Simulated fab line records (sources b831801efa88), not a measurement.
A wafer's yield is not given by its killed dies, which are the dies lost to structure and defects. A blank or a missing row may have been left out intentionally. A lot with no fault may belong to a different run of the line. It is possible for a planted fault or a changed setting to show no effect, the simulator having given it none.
Chamber matching / flow gf180mcu / GF_STI_CVD_23 on hdpcvd-02 has 3 sister chambers
The step deposits SiO2, target thk 650 nm, time 108.3 s. 16 wafers are shown with their chamber, then 8 later ones without.

== EACH WAFER AND ITS CHAMBER ==
wafer=L522.1; chamber=0; sih4FlowSccm (sccm)=59.83
wafer=L522.4; chamber=0; sih4FlowSccm (sccm)=59.97
wafer=L522.5; chamber=0; sih4FlowSccm (sccm)=59.56
wafer=L524.1; chamber=0; sih4FlowSccm (sccm)=59.74
wafer=L524.2; chamber=1; sih4FlowSccm (sccm)=60.07
wafer=L524.6; chamber=1; sih4FlowSccm (sccm)=60.17
wafer=L526.3; chamber=0; sih4FlowSccm (sccm)=60.13
wafer=L526.5; chamber=2; sih4FlowSccm (sccm)=60.02
wafer=L526.6; chamber=0; sih4FlowSccm (sccm)=60.06
wafer=L529.1; chamber=2; sih4FlowSccm (sccm)=60.12
wafer=L529.3; chamber=0; sih4FlowSccm (sccm)=59.75
wafer=L529.5; chamber=1; sih4FlowSccm (sccm)=59.83
wafer=L532.1; chamber=2; sih4FlowSccm (sccm)=60.45
wafer=L532.2; chamber=0; sih4FlowSccm (sccm)=60.28
wafer=L532.6; chamber=2; sih4FlowSccm (sccm)=59.97
wafer=L535.1; chamber=2; sih4FlowSccm (sccm)=59.91

SIGNATURES, as means of the wafers listed above
reading=sih4FlowSccm; chamber 0=59.9150; chamber 1=60.0233; chamber 2=60.0940; scatter within a chamber=0.221
Rule: a wafer's distance from a chamber is the root of the sum, over the readings, of the square of ((its reading less the chamber's mean) divided by the reading's scatter). If the next closest chamber is less than 2 further off than the closest, the wafer can't be placed; otherwise it belongs to the closest. The scatter: take each reading less its chamber's mean, square it, sum over the shown wafers, divide by the number of wafers less the number of chambers, and take the root.

== WAFERS WITH NO CHAMBER GIVEN ==
wafer=L535.5; sih4FlowSccm (sccm)=59.90
wafer=L535.6; sih4FlowSccm (sccm)=60.06
wafer=L536.2; sih4FlowSccm (sccm)=59.96
wafer=L536.4; sih4FlowSccm (sccm)=59.89
wafer=L536.5; sih4FlowSccm (sccm)=60.13
wafer=L537.2; sih4FlowSccm (sccm)=60.13
wafer=L537.3; sih4FlowSccm (sccm)=60.13
wafer=L537.6; sih4FlowSccm (sccm)=59.76

== WHICH CHAMBER EACH ONE RAN IN ==
wafer=L535.5; from the rows above=can't be placed: 0 or 1 or 2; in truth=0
wafer=L535.6; from the rows above=can't be placed: 2 or 1 or 0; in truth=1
wafer=L536.2; from the rows above=can't be placed: 0 or 1 or 2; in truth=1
wafer=L536.4; from the rows above=can't be placed: 0 or 1 or 2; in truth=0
wafer=L536.5; from the rows above=can't be placed: 2 or 1 or 0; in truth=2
wafer=L537.2; from the rows above=can't be placed: 2 or 1 or 0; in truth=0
wafer=L537.3; from the rows above=can't be placed: 2 or 1 or 0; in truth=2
wafer=L537.6; from the rows above=can't be placed: 0 or 1 or 2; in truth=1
Correct placement for 0 of the 8. From these rows, 8 cannot be placed; in 8 the true chamber is one of the candidates. Placed wrongly: 0.
